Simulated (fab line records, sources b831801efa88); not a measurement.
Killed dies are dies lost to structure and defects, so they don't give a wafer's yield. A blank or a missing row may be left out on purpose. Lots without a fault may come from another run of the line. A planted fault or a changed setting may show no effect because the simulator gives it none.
Which tool did it? | flow gf180mcu | 12 lots, 36 wafers sampled, at 3 steps of a route of 602

WHAT THE GAUGES READ, wafer by wafer
GF_M3_THK_MEAS_06: measures by xrf.
lot  | measured     | on            | M3_ALCU_THK (nm)
L075 | day 20 20:58 | film_metro-02 | 442 442 440
L077 | day 21 11:54 | film_metro-04 | 450 444 452
L079 | day 22 10:43 | film_metro-04 | 445 445 435
L081 | day 23 06:35 | film_metro-04 | 450 457 448
L083 | day 23 17:16 | film_metro-03 | 450 449 439
L085 | day 24 09:50 | film_metro-04 | 451 446 449
L087 | day 24 21:40 | film_metro-02 | 446 451 450
L089 | day 25 16:27 | film_metro-04 | 440 449 448
L091 | day 26 11:50 | film_metro-04 | 446 452 446
L093 | day 26 17:28 | film_metro-04 | 445 451 447
L095 | day 27 13:02 | film_metro-04 | 467 456 459
L097 | day 28 02:03 | film_metro-04 | 453 451 450

WHICH TOOL RAN EACH LOT (tool, then ch and the chambers of the sampled wafers, then the start)
lot  | GF_M2_SPUTTER_02             | GF_M3_SPUTTER_00
L075 | pvd_sputter-03, day 18 16:33 | pvd_sputter-04, day 20 20:37
L077 | pvd_sputter-01, day 19 08:02 | pvd_sputter-04, day 21 11:30
L079 | pvd_sputter-01, day 20 08:59 | pvd_sputter-04, day 22 10:22
L081 | pvd_sputter-03, day 21 03:34 | pvd_sputter-04, day 23 06:14
L083 | pvd_sputter-01, day 21 15:14 | pvd_sputter-04, day 23 16:56
L085 | pvd_sputter-01, day 22 09:59 | pvd_sputter-01, day 24 09:30
L087 | pvd_sputter-01, day 22 21:43 | pvd_sputter-04, day 24 21:18
L089 | pvd_sputter-03, day 23 17:26 | pvd_sputter-04, day 25 16:06
L091 | pvd_sputter-03, day 24 13:50 | pvd_sputter-03, day 26 11:29
L093 | pvd_sputter-02, day 24 21:04 | pvd_sputter-01, day 26 17:06
L095 | pvd_sputter-01, day 25 16:50 | pvd_sputter-04, day 27 12:41
L097 | pvd_sputter-03, day 26 07:16 | pvd_sputter-01, day 28 01:41
- GF_M2_SPUTTER_02: material AlCu, target thk 450 nm, time 23.9 s.
- GF_M3_SPUTTER_00: material Ti, target thk 37.5 nm, time 150 s.

THE ANSWER, worked out from the rows above alone
Rule: what is usual is taken from the lots themselves. Put in order of their means at a reading, lots are off if they are a third of the lots or fewer, leave a main group of 4 or more, and stand apart from it by a gap of 3 or more times the standard deviation of the main group's means; of several such gaps the widest counts. A main group whose means are all the same, to the digits that the tables above print for the reading, isn't used. A lot without any number at a reading at which 4 lots or more have one is off too. The other lots that the step has rows for count as sound.
No lot is off at any reading shown: from this, nothing can be told.

WHAT THE SIMULATOR HAD PUT IN
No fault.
